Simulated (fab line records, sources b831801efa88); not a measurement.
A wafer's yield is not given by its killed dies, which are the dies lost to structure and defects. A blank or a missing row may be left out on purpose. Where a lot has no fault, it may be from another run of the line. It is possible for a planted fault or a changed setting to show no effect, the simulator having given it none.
A sampling plan put to the test | flow sky130 | one fab line, 46 faults that these records tell of, each judged on the records of the lots that it struck; 1 more is left out, because the records don't allow judging it
What counts as the plan is the set of the line's own looks, namely the steps on the route at which a gauge or an inspection reads a wafer and does not change it. A look is open to judgement when struck wafers have a number at it and the file gives its usual mean and standard deviation on fault-free wafers. Caught: 4 or more of those standard deviations (sigma) separate the usual mean from the mean of the struck wafers at a look after the fault's first step. On the tool: the same test on the tool's own readings at the fault's steps. If the struck wafers alone have a blank record, or they carry another recipe, that too counts as caught.

## THE FAULTS, as the simulator had put them in
1. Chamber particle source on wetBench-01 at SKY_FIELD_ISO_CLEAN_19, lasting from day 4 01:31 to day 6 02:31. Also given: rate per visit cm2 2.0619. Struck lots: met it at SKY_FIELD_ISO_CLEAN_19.
2. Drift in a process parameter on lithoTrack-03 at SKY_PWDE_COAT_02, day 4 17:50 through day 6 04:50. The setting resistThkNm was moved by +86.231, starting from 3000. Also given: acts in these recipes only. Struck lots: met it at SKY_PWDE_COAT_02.
3. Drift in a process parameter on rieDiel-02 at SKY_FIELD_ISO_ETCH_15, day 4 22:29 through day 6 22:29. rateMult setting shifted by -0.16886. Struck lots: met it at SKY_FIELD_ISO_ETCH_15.
4. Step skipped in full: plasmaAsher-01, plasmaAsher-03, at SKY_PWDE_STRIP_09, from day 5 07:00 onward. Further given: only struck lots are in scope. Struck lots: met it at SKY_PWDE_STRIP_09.
5. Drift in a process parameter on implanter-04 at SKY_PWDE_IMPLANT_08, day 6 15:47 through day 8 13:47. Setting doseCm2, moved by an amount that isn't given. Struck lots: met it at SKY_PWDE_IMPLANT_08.
6. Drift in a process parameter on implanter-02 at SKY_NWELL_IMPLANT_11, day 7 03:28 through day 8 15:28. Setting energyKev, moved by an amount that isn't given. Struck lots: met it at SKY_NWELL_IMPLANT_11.
7. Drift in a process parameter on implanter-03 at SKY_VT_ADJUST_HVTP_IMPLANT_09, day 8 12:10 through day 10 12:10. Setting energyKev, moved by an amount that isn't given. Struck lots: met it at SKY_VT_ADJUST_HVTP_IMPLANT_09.
8. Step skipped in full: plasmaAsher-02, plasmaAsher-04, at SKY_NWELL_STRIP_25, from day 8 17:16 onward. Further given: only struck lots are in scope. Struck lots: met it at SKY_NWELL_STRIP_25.
9. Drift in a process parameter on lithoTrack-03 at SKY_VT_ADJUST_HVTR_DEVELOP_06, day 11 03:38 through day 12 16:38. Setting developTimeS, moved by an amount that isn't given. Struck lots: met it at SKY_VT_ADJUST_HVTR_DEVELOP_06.
10. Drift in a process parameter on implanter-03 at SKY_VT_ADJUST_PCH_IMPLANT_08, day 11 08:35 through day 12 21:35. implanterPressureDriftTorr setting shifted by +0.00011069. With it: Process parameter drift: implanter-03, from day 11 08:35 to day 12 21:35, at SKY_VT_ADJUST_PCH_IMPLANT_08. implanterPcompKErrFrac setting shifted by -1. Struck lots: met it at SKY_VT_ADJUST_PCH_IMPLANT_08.
11. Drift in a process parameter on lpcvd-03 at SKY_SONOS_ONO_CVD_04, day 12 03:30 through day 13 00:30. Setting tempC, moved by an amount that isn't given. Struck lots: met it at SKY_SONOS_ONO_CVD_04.
12. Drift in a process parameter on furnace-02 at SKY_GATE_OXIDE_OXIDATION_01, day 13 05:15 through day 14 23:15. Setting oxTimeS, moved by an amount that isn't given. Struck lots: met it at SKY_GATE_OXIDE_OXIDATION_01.
13. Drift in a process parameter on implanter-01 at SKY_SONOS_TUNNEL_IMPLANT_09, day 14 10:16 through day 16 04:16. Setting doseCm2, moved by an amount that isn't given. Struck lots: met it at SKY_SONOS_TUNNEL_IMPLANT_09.
14. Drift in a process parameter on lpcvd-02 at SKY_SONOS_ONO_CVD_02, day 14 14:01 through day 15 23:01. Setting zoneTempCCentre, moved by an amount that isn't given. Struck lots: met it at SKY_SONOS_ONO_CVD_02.
15. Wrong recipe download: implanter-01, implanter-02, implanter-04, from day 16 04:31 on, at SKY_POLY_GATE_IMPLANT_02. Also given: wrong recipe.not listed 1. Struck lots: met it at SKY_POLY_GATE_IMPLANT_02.
16. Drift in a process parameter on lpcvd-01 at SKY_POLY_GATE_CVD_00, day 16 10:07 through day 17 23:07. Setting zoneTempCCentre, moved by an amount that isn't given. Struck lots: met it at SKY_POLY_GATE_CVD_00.
17. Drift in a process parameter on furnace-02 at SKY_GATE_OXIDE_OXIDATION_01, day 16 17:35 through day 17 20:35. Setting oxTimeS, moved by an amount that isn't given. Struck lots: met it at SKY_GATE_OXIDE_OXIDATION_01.
18. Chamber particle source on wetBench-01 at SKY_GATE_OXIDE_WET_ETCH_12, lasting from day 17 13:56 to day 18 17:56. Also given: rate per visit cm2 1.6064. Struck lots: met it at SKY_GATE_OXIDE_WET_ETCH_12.
19. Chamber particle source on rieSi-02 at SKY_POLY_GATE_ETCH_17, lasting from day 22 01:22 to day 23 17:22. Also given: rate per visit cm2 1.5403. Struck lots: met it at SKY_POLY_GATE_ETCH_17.
20. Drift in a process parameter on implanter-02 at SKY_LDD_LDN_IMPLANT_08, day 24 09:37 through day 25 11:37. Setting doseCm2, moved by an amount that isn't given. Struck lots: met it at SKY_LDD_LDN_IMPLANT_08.
21. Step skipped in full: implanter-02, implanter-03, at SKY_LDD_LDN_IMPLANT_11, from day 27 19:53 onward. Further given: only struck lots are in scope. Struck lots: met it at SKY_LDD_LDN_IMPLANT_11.
22. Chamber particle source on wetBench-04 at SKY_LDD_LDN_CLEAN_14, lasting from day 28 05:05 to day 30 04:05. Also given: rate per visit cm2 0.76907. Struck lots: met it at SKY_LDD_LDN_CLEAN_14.
23. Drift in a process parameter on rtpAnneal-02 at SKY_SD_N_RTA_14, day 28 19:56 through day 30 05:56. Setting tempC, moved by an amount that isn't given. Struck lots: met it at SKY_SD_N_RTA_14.
24. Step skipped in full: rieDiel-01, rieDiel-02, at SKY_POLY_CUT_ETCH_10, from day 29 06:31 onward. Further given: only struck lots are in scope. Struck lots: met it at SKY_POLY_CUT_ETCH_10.
25. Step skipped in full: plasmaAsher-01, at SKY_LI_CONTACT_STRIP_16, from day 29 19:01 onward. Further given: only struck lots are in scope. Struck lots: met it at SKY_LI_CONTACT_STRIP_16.
26. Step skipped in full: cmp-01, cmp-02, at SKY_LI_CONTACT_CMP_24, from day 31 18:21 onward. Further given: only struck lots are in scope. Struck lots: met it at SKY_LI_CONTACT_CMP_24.
27. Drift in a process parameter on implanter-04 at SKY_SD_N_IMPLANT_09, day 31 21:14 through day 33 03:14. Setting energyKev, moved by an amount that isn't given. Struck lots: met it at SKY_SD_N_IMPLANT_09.
28. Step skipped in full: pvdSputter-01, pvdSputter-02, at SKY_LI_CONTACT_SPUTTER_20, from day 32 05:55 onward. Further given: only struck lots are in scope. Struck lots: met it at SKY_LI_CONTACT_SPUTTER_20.
29. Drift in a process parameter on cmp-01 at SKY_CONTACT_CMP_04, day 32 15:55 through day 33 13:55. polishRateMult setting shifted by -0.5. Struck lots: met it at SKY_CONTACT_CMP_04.
30. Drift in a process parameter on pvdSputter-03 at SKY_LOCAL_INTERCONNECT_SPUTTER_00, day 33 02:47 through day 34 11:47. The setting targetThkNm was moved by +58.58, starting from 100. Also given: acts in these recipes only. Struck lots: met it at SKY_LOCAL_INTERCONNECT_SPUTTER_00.
31. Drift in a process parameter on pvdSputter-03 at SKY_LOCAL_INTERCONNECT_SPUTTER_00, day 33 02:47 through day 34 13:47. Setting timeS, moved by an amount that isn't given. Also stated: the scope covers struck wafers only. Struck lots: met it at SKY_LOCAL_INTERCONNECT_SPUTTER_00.
32. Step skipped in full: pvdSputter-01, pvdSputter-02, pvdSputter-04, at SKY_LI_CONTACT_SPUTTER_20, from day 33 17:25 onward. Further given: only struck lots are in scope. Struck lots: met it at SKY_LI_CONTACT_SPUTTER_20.
33. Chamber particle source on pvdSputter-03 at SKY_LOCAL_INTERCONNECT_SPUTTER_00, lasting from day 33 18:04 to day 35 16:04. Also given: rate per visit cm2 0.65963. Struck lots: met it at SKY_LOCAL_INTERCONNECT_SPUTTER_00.
34. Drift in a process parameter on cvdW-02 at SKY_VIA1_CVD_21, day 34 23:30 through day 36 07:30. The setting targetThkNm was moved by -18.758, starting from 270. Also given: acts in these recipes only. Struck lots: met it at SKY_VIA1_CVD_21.
35. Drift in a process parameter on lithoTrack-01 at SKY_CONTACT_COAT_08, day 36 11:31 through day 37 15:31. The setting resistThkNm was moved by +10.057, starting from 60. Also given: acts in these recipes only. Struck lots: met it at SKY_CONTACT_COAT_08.
36. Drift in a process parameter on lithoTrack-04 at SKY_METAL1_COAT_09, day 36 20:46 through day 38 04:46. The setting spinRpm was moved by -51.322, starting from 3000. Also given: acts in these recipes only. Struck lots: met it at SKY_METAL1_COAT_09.
37. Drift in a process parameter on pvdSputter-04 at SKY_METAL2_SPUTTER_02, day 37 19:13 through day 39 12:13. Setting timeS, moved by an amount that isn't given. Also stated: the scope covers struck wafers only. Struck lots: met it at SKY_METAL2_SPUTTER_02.
38. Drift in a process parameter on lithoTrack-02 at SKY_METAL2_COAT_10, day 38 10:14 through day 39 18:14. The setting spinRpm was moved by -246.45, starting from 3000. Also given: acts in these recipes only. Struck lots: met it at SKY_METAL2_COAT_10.
39. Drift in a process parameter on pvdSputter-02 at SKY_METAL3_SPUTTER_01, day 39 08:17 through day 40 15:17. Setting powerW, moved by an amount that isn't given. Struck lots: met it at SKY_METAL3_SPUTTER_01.
40. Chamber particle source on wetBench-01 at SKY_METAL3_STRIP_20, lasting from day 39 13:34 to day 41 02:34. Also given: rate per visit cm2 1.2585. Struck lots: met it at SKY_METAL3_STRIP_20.
41. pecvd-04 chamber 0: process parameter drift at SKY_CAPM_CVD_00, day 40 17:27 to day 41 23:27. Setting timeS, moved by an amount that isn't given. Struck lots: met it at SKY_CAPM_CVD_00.
42. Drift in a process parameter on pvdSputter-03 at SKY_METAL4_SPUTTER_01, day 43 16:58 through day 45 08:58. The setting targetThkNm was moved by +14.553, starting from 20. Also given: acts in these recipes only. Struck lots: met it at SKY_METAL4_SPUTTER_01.
43. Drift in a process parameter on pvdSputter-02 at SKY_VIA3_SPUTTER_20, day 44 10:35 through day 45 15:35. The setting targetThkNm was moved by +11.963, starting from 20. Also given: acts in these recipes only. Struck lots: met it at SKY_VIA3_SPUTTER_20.
44. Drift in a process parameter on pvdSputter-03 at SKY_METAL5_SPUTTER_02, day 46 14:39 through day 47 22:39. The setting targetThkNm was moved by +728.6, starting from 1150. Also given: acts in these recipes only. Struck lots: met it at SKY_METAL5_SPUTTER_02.
45. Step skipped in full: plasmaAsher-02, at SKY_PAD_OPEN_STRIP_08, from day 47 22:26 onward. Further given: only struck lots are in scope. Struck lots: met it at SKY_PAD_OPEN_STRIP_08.
46. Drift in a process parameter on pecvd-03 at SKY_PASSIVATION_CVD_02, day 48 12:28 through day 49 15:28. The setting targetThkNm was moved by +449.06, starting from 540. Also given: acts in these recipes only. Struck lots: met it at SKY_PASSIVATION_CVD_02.

## WHAT THE PLAN SAW
fault | on the tool itself                               | first look that catches it                      | reading, sigma                   | median hours from its first step to that look | hours from the fault's start to the first struck lot there | judged looks passed uncaught
1     | no reading that can be judged                    | not the one look that can be judged after it    | -                                | -                                             | -                                                          | 1
2     | no reading that can be judged                    | none of the 2 looks that can be judged after it | -                                | -                                             | -                                                          | 2
3     | oesProductAu -6.2 sigma                          | not the one look that can be judged after it    | -                                | -                                             | -                                                          | 1
4     | the tool's record is blank for the struck wafers | SKY_NWELL_TW_MEAS_15                            | NWELL_TW -99 or beyond           | 18.6                                          | 19                                                         | 0
5     | doseIonsCm2 +99 or beyond sigma                  | SKY_NWELL_RS_MEAS_31                            | PWDE_RS -22                      | 41.9                                          | 50                                                         | 2
6     | beamEnergyKeV -99 or beyond sigma                | SKY_NWELL_RS_MEAS_29                            | NWELL_RS +20                     | 21.2                                          | 36                                                         | 1
7     | beamEnergyKeV -99 or beyond sigma                | no look after it can be judged                  | -                                | -                                             | -                                                          | 0
8     | the tool's record is blank for the struck wafers | SKY_VT_ADJUST_HVTP_TW_MEAS_11                   | VT_ADJUST_HVTP_TW -99 or beyond  | 21.7                                          | 22                                                         | 1
9     | no reading that can be judged                    | SKY_VT_ADJUST_HVTR_CD_MEAS_07                   | cdNm +10                         | 0.1                                           | 1                                                          | 0
10    | endStationPressureTorr +99 or beyond sigma       | SKY_VT_ADJUST_PCH_TW_MEAS_10                    | VT_ADJUST_PCH_TW +7.6            | 0.2                                           | 7                                                          | 0
11    | susceptorTempC +99 or beyond sigma               | SKY_SONOS_ONO_THK_MEAS_05                       | SONOS_ONO_CVD_04_THK +35         | 1.6                                           | 5                                                          | 0
12    | under 2 sigma                                    | SKY_GATE_OXIDE_THK_MEAS_02                      | GATE_OXIDE_OXIDATION_00_THK +10  | 1.4                                           | 6                                                          | 0
13    | doseIonsCm2 +99 or beyond sigma                  | SKY_SONOS_TUNNEL_TW_MEAS_12                     | SONOS_TUNNEL_TW +30              | 0.4                                           | 30                                                         | 0
14    | zonePowerCentrePct +13 sigma                     | SKY_SONOS_ONO_THK_MEAS_03                       | SONOS_ONO_CVD_02_THK +5.7        | 1.1                                           | 10                                                         | 0
15    | no reading that can be judged                    | SKY_RES_PROTECT_TW_MEAS_08                      | POLY_GATE_TW -21                 | 0.2                                           | 6                                                          | 0
16    | spikeTcCentreC -16 sigma                         | SKY_POLY_GATE_THK_MEAS_01                       | POLY_GATE_CVD_00_THK -14         | 1.2                                           | 10                                                         | 0
17    | under 2 sigma                                    | SKY_GATE_OXIDE_THK_MEAS_02                      | GATE_OXIDE_OXIDATION_00_THK -4.2 | 1.4                                           | 12                                                         | 0
18    | no reading that can be judged                    | none of the 2 looks that can be judged after it | -                                | -                                             | -                                                          | 2
19    | under 2 sigma                                    | none of the 2 looks that can be judged after it | -                                | -                                             | -                                                          | 2
20    | doseIonsCm2 +99 or beyond sigma                  | SKY_LDD_LDN_TW_MEAS_13                          | LDD_LDN_TW +7.5                  | 0.7                                           | 16                                                         | 0
21    | the tool's record is blank for the struck wafers | SKY_LDD_LDN_TW_MEAS_13                          | LDD_LDN_TW -10                   | 0.2                                           | 1                                                          | 0
22    | no reading that can be judged                    | no look after it can be judged                  | -                                | -                                             | -                                                          | 0
23    | wafer_temp_C_max -22 sigma                       | SKY_SD_N_RS_MEAS_16                             | SD_N_RS +28                      | 0.2                                           | 11                                                         | 0
24    | the tool's record is blank for the struck wafers | no look after it can be judged                  | -                                | -                                             | -                                                          | 0
25    | the tool's record is blank for the struck wafers | no look after it can be judged                  | -                                | -                                             | -                                                          | 0
26    | the tool's record is blank for the struck wafers | no look after it can be judged                  | -                                | -                                             | -                                                          | 0
27    | beamEnergyKeV -99 or beyond sigma                | SKY_SD_N_RS_MEAS_16                             | SD_N_RS +31                      | 0.7                                           | 11                                                         | 1
28    | the tool's record is blank for the struck wafers | no look after it can be judged                  | -                                | -                                             | -                                                          | 0
29    | only faintly: timeToEndpointS +2.7 sigma         | no look after it can be judged                  | -                                | -                                             | -                                                          | 0
30    | under 2 sigma                                    | SKY_LOCAL_INTERCONNECT_RS_MEAS_01               | LOCAL_INTERCONNECT_TIN_RS -25    | 0.1                                           | 10                                                         | 0
31    | under 2 sigma                                    | SKY_LOCAL_INTERCONNECT_RS_MEAS_01               | LOCAL_INTERCONNECT_TIN_RS -16    | 0.1                                           | 10                                                         | 0
32    | the tool's record is blank for the struck wafers | no look after it can be judged                  | -                                | -                                             | -                                                          | 0
33    | under 2 sigma                                    | no look after it can be judged                  | -                                | -                                             | -                                                          | 0
34    | under 2 sigma                                    | SKY_VIA1_RS_MEAS_22                             | VIA1_W_RS +4.9                   | 0.1                                           | 7                                                          | 0
35    | under 2 sigma                                    | not the one look that can be judged after it    | -                                | -                                             | -                                                          | 1
36    | spinSpeedRpm -23 sigma                           | none of the 2 looks that can be judged after it | -                                | -                                             | -                                                          | 2
37    | under 2 sigma                                    | SKY_METAL2_RS_MEAS_05                           | METAL2_ALCU_RS -22               | 0.1                                           | 10                                                         | 0
38    | spinSpeedRpm -99 or beyond sigma                 | not the one look that can be judged after it    | -                                | -                                             | -                                                          | 1
39    | cathodeDcPowerW -99 or beyond sigma              | no look after it can be judged                  | -                                | -                                             | -                                                          | 0
40    | no reading that can be judged                    | no look after it can be judged                  | -                                | -                                             | -                                                          | 0
41    | under 2 sigma                                    | SKY_CAPM_THK_MEAS_01                            | CAPM_CVD_00_THK -8.4             | 0.0                                           | 7                                                          | 0
42    | under 2 sigma                                    | no look after it can be judged                  | -                                | -                                             | -                                                          | 0
43    | under 2 sigma                                    | none of the 6 looks that can be judged after it | -                                | -                                             | -                                                          | 6
44    | under 2 sigma                                    | SKY_METAL5_RS_MEAS_05                           | METAL5_ALCU_RS -30               | 0.1                                           | 4                                                          | 0
45    | no reading that can be judged                    | no look after it can be judged                  | -                                | -                                             | -                                                          | 0
46    | under 2 sigma                                    | SKY_PASSIVATION_THK_MEAS_03                     | PASSIVATION_CVD_02_THK +59       | 0.3                                           | 2                                                          | 0
Dash: fault not caught, or number not given in these records.

Caught at a look: 24 of 46. Caught on the tool: 23 of 46. By one or the other: 34 of 46.
Faults 3, 7, 24, 25, 26, 28, 32, 36, 38, 39 were caught on the tool alone.
Caught at a look alone: faults 9, 12, 15, 17, 30, 31, 34, 37, 41, 44, 46.
Caught by neither: faults 1, 2, 18, 19, 22, 29, 33, 35, 40, 42, 43, 45.

## THINNER SAMPLING
In the worst case, this is how late the first struck lot would be measured if the look that catches a fault measured only every second or every third lot, by lot number:
fault | struck lots at that look, in order of time | every lot | every second lot | every third lot
4     | L176, L177                                 | 19 h      | 31 h             | may miss all 2
5     | L680, L684                                 | 50 h      | may miss all 2   | may miss all 2
6     | L462, L464                                 | 36 h      | may miss all 2   | may miss all 2
8     | L104, L105                                 | 22 h      | 31 h             | may miss all 2
9     | L413, L415                                 | 1 h       | may miss all 2   | may miss all 2
10    | L242, L243                                 | 7 h       | 19 h             | may miss all 2
11    | L496, L497                                 | 5 h       | 16 h             | may miss all 2
12    | L507, L508, L509                           | 6 h       | 19 h             | 28 h
13    | L905, L906                                 | 30 h      | 35 h             | may miss all 2
14    | L486, L488, L487                           | 10 h      | 30 h             | 30 h
15    | L211, L212, L213, L214                     | 6 h       | 15 h             | 26 h
16    | L393, L394                                 | 10 h      | 30 h             | may miss all 2
17    | L244, L245, L248                           | 12 h      | 12 h             | may miss all 3
20    | L106, L105                                 | 16 h      | 17 h             | may miss all 2
21    | L851, L852, L853                           | 1 h       | 6 h              | 12 h
23    | L161, L164                                 | 11 h      | 29 h             | may miss all 2
27    | L645, L646                                 | 11 h      | 12 h             | may miss all 2
30    | L182, L184                                 | 10 h      | may miss all 2   | may miss all 2
31    | L845, L847, L848                           | 10 h      | 16 h             | may miss all 3
34    | L247, L248, L250                           | 7 h       | 13 h             | may miss all 3
37    | L306, L311                                 | 10 h      | 27 h             | may miss all 2
41    | L270, L274                                 | 7 h       | may miss all 2   | may miss all 2
44    | L836, L837                                 | 4 h       | 7 h              | may miss all 2
46    | L334, L336                                 | 2 h       | may miss all 2   | may miss all 2
Hours: fault start to first struck lot measured. The test against the limit of 4 sigma pooled every struck wafer, which means one lot taken alone may stay below that limit. Other struck lots may not be in these records.

## THE LONGEST TIMED WAY FROM STEP TO LOOK
Fault 5: median gap of 41.9 hours between SKY_PWDE_IMPLANT_08 and SKY_NWELL_RS_MEAS_31. The looks between them that can be judged stayed within 4 sigma: SKY_PWDE_TW_MEAS_10, SKY_NWELL_OVL_MEAS_23.
